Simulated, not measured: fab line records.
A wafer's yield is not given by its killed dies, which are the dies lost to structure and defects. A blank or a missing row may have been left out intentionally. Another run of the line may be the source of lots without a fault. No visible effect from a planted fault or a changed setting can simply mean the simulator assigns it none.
fab line records / flow sky130
record lots=6 wafers=18 lastDay=50
route steps=708 shown METAL3@572 VIA3@573
lots untouched by any fault: they come from a run of this same line in which no faults occurred
startH: hours from the record's opening day to when the first of the lot's shown wafers began / waitH: how many hours have passed since the lot's step before this one / " same as the row above / L1.1+2: a row that stands for several wafers / - no value, or no start given / * or withheld: withheld / < > ~ a bound
route shown NAME@n: NAME is a module with steps in the file, n the number in the route of the first one / usual: average and standard deviation across the fault-free wafers / same: alike in all rows / chamber/n: place in a boat / sites: each site's reading / _std_site: standard deviation of those values / _edge_site: inner sites' mean taken away from outer sites' mean / radiusMm: how far each site lies from the wafer's centre / mask NAME#n: copy n / behind: the most recent tool/chamber to have shaped the wafer / hold: why the lot went on hold/how many hours it stayed there/how the hold came to an end / device: whichever transistor did not switch (one of n, p or np) / end of line: the route-end tests of the same wafers / step lacking rows: just its recipe / killed: count of dies lost to structure and defects at first sort (not the wafer's yield) / map: shows each die of a wafer: x if killed, . if not, _ if none is there
set.NAME: the setting as run; set.NAME@STEP: as run at that earlier step / model.NAME: the simulator's own value behind a step, which no gauge read
a table for each step, a row for each wafer; lots at some steps of the route
services: a tool's chamber out of use, with start hour (startH, from the record's first day; less than 0 if before it), hours out, and reason
## steps
# step SKY_METAL3_CLEAN_22
# recipe chemistry=O3/DIW dry=n2Spin
# step SKY_VIA3_HDPCVD_00
# recipe material=SiO2 targetThkNm=1635 sigmaOpenFrac=0.3 timeS=272.5 tempC=400 sih4FlowSccm=60 pressureMtorr=6
# step SKY_VIA3_THK_MEAS_01
# recipe reads=SiO2_of_VIA3_HDPCVD_00
# usual VIA3_HDPCVD_THK=1634/16
lot.wafer=L836.1 tool=filmMetro-01 chamber=- startH=981.75 waitH=0.1 VIA3_HDPCVD_THK[nm]=1625
lot.wafer=L836.3 tool=filmMetro-01 chamber=- startH=981.75 waitH=0.1 VIA3_HDPCVD_THK[nm]=1631
lot.wafer=L836.4 tool=filmMetro-01 chamber=- startH=981.75 waitH=0.1 VIA3_HDPCVD_THK[nm]=1634
lot.wafer=L837.1 tool=filmMetro-01 chamber=- startH=984.25 waitH=0.1 VIA3_HDPCVD_THK[nm]=1671
lot.wafer=L837.2 tool=filmMetro-01 chamber=- startH=984.25 waitH=0.1 VIA3_HDPCVD_THK[nm]=1629
lot.wafer=L837.6 tool=filmMetro-01 chamber=- startH=984.25 waitH=0.1 VIA3_HDPCVD_THK[nm]=1642
lot.wafer=L841.1 tool=filmMetro-04 chamber=- startH=1025.47 waitH=0.1 VIA3_HDPCVD_THK[nm]=1657
lot.wafer=L841.2 tool=filmMetro-04 chamber=- startH=1025.47 waitH=0.1 VIA3_HDPCVD_THK[nm]=1663
lot.wafer=L841.4 tool=filmMetro-04 chamber=- startH=1025.47 waitH=0.1 VIA3_HDPCVD_THK[nm]=1660
lot.wafer=L842.2 tool=filmMetro-02 chamber=- startH=1026.61 waitH=0.1 VIA3_HDPCVD_THK[nm]=1632
lot.wafer=L842.3 tool=filmMetro-02 chamber=- startH=1026.61 waitH=0.1 VIA3_HDPCVD_THK[nm]=1636
lot.wafer=L842.6 tool=filmMetro-02 chamber=- startH=1026.61 waitH=0.1 VIA3_HDPCVD_THK[nm]=1626
lot.wafer=L848.2 tool=filmMetro-04 chamber=- startH=1060.01 waitH=0.1 VIA3_HDPCVD_THK[nm]=1621
lot.wafer=L848.5 tool=filmMetro-04 chamber=- startH=1060.01 waitH=0.1 VIA3_HDPCVD_THK[nm]=1639
lot.wafer=L848.6 tool=filmMetro-04 chamber=- startH=1060.01 waitH=0.1 VIA3_HDPCVD_THK[nm]=1612
lot.wafer=L849.3 tool=filmMetro-02 chamber=- startH=1069.80 waitH=0.1 VIA3_HDPCVD_THK[nm]=1645
lot.wafer=L849.4 tool=filmMetro-02 chamber=- startH=1069.80 waitH=0.1 VIA3_HDPCVD_THK[nm]=1644
lot.wafer=L849.6 tool=filmMetro-02 chamber=- startH=1069.80 waitH=0.1 VIA3_HDPCVD_THK[nm]=1646
# step SKY_VIA3_CMP_02
# recipe material=SiO2 downForcePsi=4 platenRpm=60 padVelocityMS=0.94248
# usual motorCurrentA=12.4/1.1
lot.wafer=L836.4 tool=cmp-01 chamber=2 startH=981.81 waitH=0.0 motorCurrentA=14.1
lot.wafer=L836.1 tool=cmp-01 chamber=3 startH=981.81 waitH=0.0 motorCurrentA=11.4
lot.wafer=L836.3 tool=cmp-01 chamber=0 startH=981.81 waitH=0.0 motorCurrentA=11.6
lot.wafer=L837.1 tool=cmp-01 chamber=2 startH=984.31 waitH=0.1 motorCurrentA=14.4
lot.wafer=L837.2 tool=cmp-01 chamber=0 startH=984.31 waitH=0.1 motorCurrentA=11.7
lot.wafer=L837.6 tool=cmp-01 chamber=3 startH=984.31 waitH=0.1 motorCurrentA=12.3
lot.wafer=L841.4 tool=cmp-02 chamber=2 startH=1025.53 waitH=0.0 motorCurrentA=12.4
lot.wafer=L841.1 tool=cmp-02 chamber=3 startH=1025.53 waitH=0.0 motorCurrentA=10.8
lot.wafer=L841.2 tool=cmp-02 chamber=1 startH=1025.53 waitH=0.0 motorCurrentA=10.3
lot.wafer=L842.2 tool=cmp-02 chamber=2 startH=1026.84 waitH=0.2 motorCurrentA=13.4
lot.wafer=L842.3 tool=cmp-02 chamber=0 startH=1026.84 waitH=0.2 motorCurrentA=13.7
lot.wafer=L842.6 tool=cmp-02 chamber=1 startH=1026.84 waitH=0.2 motorCurrentA=11.1
lot.wafer=L848.2 tool=cmp-02 chamber=3 startH=1060.16 waitH=0.1 motorCurrentA=10.7
lot.wafer=L848.5 tool=cmp-02 chamber=1 startH=1060.16 waitH=0.1 motorCurrentA=10.4
lot.wafer=L848.6 tool=cmp-02 chamber=2 startH=1060.16 waitH=0.1 motorCurrentA=13.4
lot.wafer=L849.3 tool=cmp-02 chamber=0 startH=1069.89 waitH=0.1 motorCurrentA=13.0
lot.wafer=L849.4 tool=cmp-02 chamber=1 startH=1069.89 waitH=0.1 motorCurrentA=10.2
lot.wafer=L849.6 tool=cmp-02 chamber=0 startH=1069.89 waitH=0.1 motorCurrentA=13.0
# step SKY_VIA3_BOW_MEAS_03
# recipe mode=bow
# usual VIA3_BOW=79/8
lot.wafer=L836.1 tool=filmMetro-01 chamber=- startH=982.11 waitH=0.2 VIA3_BOW[um]=76
lot.wafer=L836.3 tool=filmMetro-01 chamber=- startH=982.11 waitH=0.2 VIA3_BOW[um]=78
lot.wafer=L836.4 tool=filmMetro-01 chamber=- startH=982.11 waitH=0.2 VIA3_BOW[um]=75
lot.wafer=L837.1 tool=filmMetro-02 chamber=- startH=984.61 waitH=0.2 VIA3_BOW[um]=77
lot.wafer=L837.2 tool=filmMetro-02 chamber=- startH=984.61 waitH=0.2 VIA3_BOW[um]=86
lot.wafer=L837.6 tool=filmMetro-02 chamber=- startH=984.61 waitH=0.2 VIA3_BOW[um]=87
lot.wafer=L841.1 tool=filmMetro-04 chamber=- startH=1025.92 waitH=0.3 VIA3_BOW[um]=85
lot.wafer=L841.2 tool=filmMetro-04 chamber=- startH=1025.92 waitH=0.3 VIA3_BOW[um]=81
lot.wafer=L841.4 tool=filmMetro-04 chamber=- startH=1025.92 waitH=0.3 VIA3_BOW[um]=81
lot.wafer=L842.2 tool=filmMetro-02 chamber=- startH=1027.11 waitH=0.2 VIA3_BOW[um]=88
lot.wafer=L842.3 tool=filmMetro-02 chamber=- startH=1027.11 waitH=0.2 VIA3_BOW[um]=77
lot.wafer=L842.6 tool=filmMetro-02 chamber=- startH=1027.11 waitH=0.2 VIA3_BOW[um]=80
lot.wafer=L848.2 tool=filmMetro-02 chamber=- startH=1060.38 waitH=0.2 VIA3_BOW[um]=77
lot.wafer=L848.5 tool=filmMetro-02 chamber=- startH=1060.38 waitH=0.2 VIA3_BOW[um]=76
lot.wafer=L848.6 tool=filmMetro-02 chamber=- startH=1060.38 waitH=0.2 VIA3_BOW[um]=84
lot.wafer=L849.3 tool=filmMetro-04 chamber=- startH=1070.18 waitH=0.2 VIA3_BOW[um]=102
lot.wafer=L849.4 tool=filmMetro-04 chamber=- startH=1070.18 waitH=0.2 VIA3_BOW[um]=85
lot.wafer=L849.6 tool=filmMetro-04 chamber=- startH=1070.18 waitH=0.2 VIA3_BOW[um]=94
# step SKY_VIA3_DEHYDRATE_04
# recipe tempC=200 timeS=60
# step SKY_VIA3_HMDS_05
# recipe primeTimeS=60 primeTempC=120
# step SKY_VIA3_COAT_06
# recipe resist=BARC tempC=withheld timeS=withheld spinRpm=3000 resistThkNm=60
# step SKY_VIA3_COAT_07
# recipe resist=KrF-thick spinRpm=3000 resistThkNm=450
# step SKY_VIA3_SOFTBAKE_08
# recipe tempC=100 timeS=90 resist=KrF-thick
# step SKY_VIA3_EXPOSE_09
# recipe maskId=VIM3 na=0.8 sourceShape=annular sigmaInner=0.55 sigmaOuter=0.85 targetCdNm=200 doseMj=38
# step SKY_VIA3_PEB_10
# recipe pebTempC=withheld pebTimeS=withheld resist=KrF-thick
# step SKY_VIA3_DEVELOP_11
# recipe developTimeS=60 resist=KrF-thick devTempC=21
# usual chillPlateTempC=23.00/0.11 developTimeS=60/0 developerTempC=21.00/0.092
lot.wafer=L836.1 tool=lithoTrack-02 chamber=0 startH=1004 waitH=- chillPlateTempC=22.92 developTimeS=60 developerTempC=21.13 model.KrF-thick_of_VIA3_COAT_07.thkNm=434.3
lot.wafer=L836.3 tool=lithoTrack-02 chamber=0 startH=1004 waitH=- chillPlateTempC=22.95 developTimeS=60 developerTempC=21.07 model.KrF-thick_of_VIA3_COAT_07.thkNm=435.2
lot.wafer=L836.4 tool=lithoTrack-02 chamber=0 startH=1004 waitH=- chillPlateTempC=22.85 developTimeS=60 developerTempC=21.19 model.KrF-thick_of_VIA3_COAT_07.thkNm=433
lot.wafer=L837.1 tool=lithoTrack-04 chamber=0 startH=1007 waitH=- chillPlateTempC=23.03 developTimeS=60 developerTempC=20.94 model.KrF-thick_of_VIA3_COAT_07.thkNm=434
lot.wafer=L837.2 tool=lithoTrack-04 chamber=0 startH=1007 waitH=- chillPlateTempC=23.11 developTimeS=60 developerTempC=20.82 model.KrF-thick_of_VIA3_COAT_07.thkNm=433.8
lot.wafer=L837.6 tool=lithoTrack-04 chamber=0 startH=1007 waitH=- chillPlateTempC=23.02 developTimeS=60 developerTempC=21.02 model.KrF-thick_of_VIA3_COAT_07.thkNm=434.9
lot.wafer=L841.1 tool=lithoTrack-03 chamber=- startH=1047 waitH=- chillPlateTempC=- developTimeS=- developerTempC=- model.KrF-thick_of_VIA3_COAT_07.thkNm=448.8
lot.wafer=L841.2 tool=lithoTrack-03 chamber=- startH=1047 waitH=- chillPlateTempC=- developTimeS=- developerTempC=- model.KrF-thick_of_VIA3_COAT_07.thkNm=450.7
lot.wafer=L841.4 tool=lithoTrack-03 chamber=- startH=1048 waitH=- chillPlateTempC=- developTimeS=- developerTempC=- model.KrF-thick_of_VIA3_COAT_07.thkNm=450.4
lot.wafer=L842.2 tool=lithoTrack-04 chamber=- startH=1049 waitH=- chillPlateTempC=- developTimeS=- developerTempC=- model.KrF-thick_of_VIA3_COAT_07.thkNm=448.2
lot.wafer=L842.3 tool=lithoTrack-04 chamber=- startH=1049 waitH=- chillPlateTempC=- developTimeS=- developerTempC=- model.KrF-thick_of_VIA3_COAT_07.thkNm=448.4
lot.wafer=L842.6 tool=lithoTrack-04 chamber=- startH=1049 waitH=- chillPlateTempC=- developTimeS=- developerTempC=- model.KrF-thick_of_VIA3_COAT_07.thkNm=448.6
lot.wafer=L848.2 tool=lithoTrack-03 chamber=0 startH=1081 waitH=- chillPlateTempC=22.82 developTimeS=60 developerTempC=20.97 model.KrF-thick_of_VIA3_COAT_07.thkNm=437.8
lot.wafer=L848.5 tool=lithoTrack-03 chamber=0 startH=1081 waitH=- chillPlateTempC=22.85 developTimeS=60 developerTempC=21.08 model.KrF-thick_of_VIA3_COAT_07.thkNm=438.8
lot.wafer=L848.6 tool=lithoTrack-03 chamber=0 startH=1081 waitH=- chillPlateTempC=22.96 developTimeS=60 developerTempC=21.11 model.KrF-thick_of_VIA3_COAT_07.thkNm=438
lot.wafer=L849.3 tool=lithoTrack-02 chamber=0 startH=1090 waitH=- chillPlateTempC=23.07 developTimeS=60 developerTempC=21.06 model.KrF-thick_of_VIA3_COAT_07.thkNm=435
lot.wafer=L849.4 tool=lithoTrack-02 chamber=0 startH=1090 waitH=- chillPlateTempC=23.18 developTimeS=60 developerTempC=20.82 model.KrF-thick_of_VIA3_COAT_07.thkNm=435.2
lot.wafer=L849.6 tool=lithoTrack-02 chamber=0 startH=1090 waitH=- chillPlateTempC=23.12 developTimeS=60 developerTempC=20.98 model.KrF-thick_of_VIA3_COAT_07.thkNm=436.6
# step SKY_VIA3_CD_MEAS_12
# recipe targetCdNm=200
# usual cdNm=200.2/1.5
lot.wafer=L836.1 tool=cdSem-01 chamber=- startH=1004.73 waitH=- cdNm=201.3
lot.wafer=L836.3 tool=cdSem-01 chamber=- startH=1004.73 waitH=- cdNm=201.5
lot.wafer=L836.4 tool=cdSem-01 chamber=- startH=1004.73 waitH=- cdNm=201.1
lot.wafer=L837.1 tool=cdSem-02 chamber=- startH=1007.79 waitH=- cdNm=200.6
lot.wafer=L837.2 tool=cdSem-02 chamber=- startH=1007.79 waitH=- cdNm=200.1
lot.wafer=L837.6 tool=cdSem-02 chamber=- startH=1007.79 waitH=- cdNm=200.2
lot.wafer=L841.1 tool=cdSem-01 chamber=- startH=1048.09 waitH=- cdNm=-
lot.wafer=L841.2 tool=cdSem-01 chamber=- startH=1048.09 waitH=- cdNm=-
lot.wafer=L841.4 tool=cdSem-01 chamber=- startH=1048.09 waitH=- cdNm=-
lot.wafer=L842.2 tool=cdSem-02 chamber=- startH=1049.21 waitH=- cdNm=-
lot.wafer=L842.3 tool=cdSem-02 chamber=- startH=1049.21 waitH=- cdNm=-
lot.wafer=L842.6 tool=cdSem-02 chamber=- startH=1049.21 waitH=- cdNm=-
lot.wafer=L848.2 tool=cdSem-01 chamber=- startH=1081.38 waitH=- cdNm=202.9
lot.wafer=L848.5 tool=cdSem-01 chamber=- startH=1081.38 waitH=- cdNm=202.9
lot.wafer=L848.6 tool=cdSem-01 chamber=- startH=1081.38 waitH=- cdNm=201.1
lot.wafer=L849.3 tool=cdSem-01 chamber=- startH=1090.97 waitH=- cdNm=200.2
lot.wafer=L849.4 tool=cdSem-01 chamber=- startH=1090.97 waitH=- cdNm=200.3
lot.wafer=L849.6 tool=cdSem-01 chamber=- startH=1090.97 waitH=- cdNm=199.1
## services
tool=cmp-01 chamber=- startH=1019.40 hours=3.8 kind=repair
tool=cmp-01 chamber=- startH=1046.16 hours=0.7 kind=repair
tool=cmp-01 chamber=- startH=1052.91 hours=1.1 kind=repair
tool=cmp-02 chamber=- startH=1055.28 hours=4.3 kind=pm
tool=cmp-02 chamber=- startH=1075.10 hours=9.9 kind=repair
tool=cmp-01 chamber=- startH=1084.01 hours=4.0 kind=pm
tool=cmp-01 chamber=- startH=1088.01 hours=- kind=consumableReplace:conditioner
tool=cmp-01 chamber=- startH=1088.01 hours=- kind=consumableReplace:pad
tool=cmp-01 chamber=- startH=1088.01 hours=4.1 kind=pm
## key
firstSign step=SKY_VIA3_DEVELOP_11 reading=toolRecord direction=missing
effect none on later readings
modelEffect step=SKY_VIA3_DEVELOP_11 value=KrF-thick_of_VIA3_COAT_07.thkNm without=435.1 struck=449.2
metAt SKY_VIA3_DEVELOP_11
struckWafers L841.1,L841.2,L841.4,L842.2,L842.3,L842.6
laterRowsLeftOut L841.1,L841.2,L841.4,L842.2,L842.3,L842.6
sortLeftOut L841.1,L841.2,L841.4,L842.2,L842.3,L842.6
onsetBetween 1007 1047
fault kind=skippedStepWhole tool=lithoTrack-03,lithoTrack-04 chamber=- onsetH=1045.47 steps=SKY_VIA3_DEVELOP_11 scope=struckLotsOnly
# sortLeftOut: the simulated sort isn't trusted on such a fault, so these wafers' sort isn't shown, and their yield isn't known
# laterRowsLeftOut: the simulator's readings of these wafers behind a module that went badly wrong aren't trusted and aren't shown, but for the sort
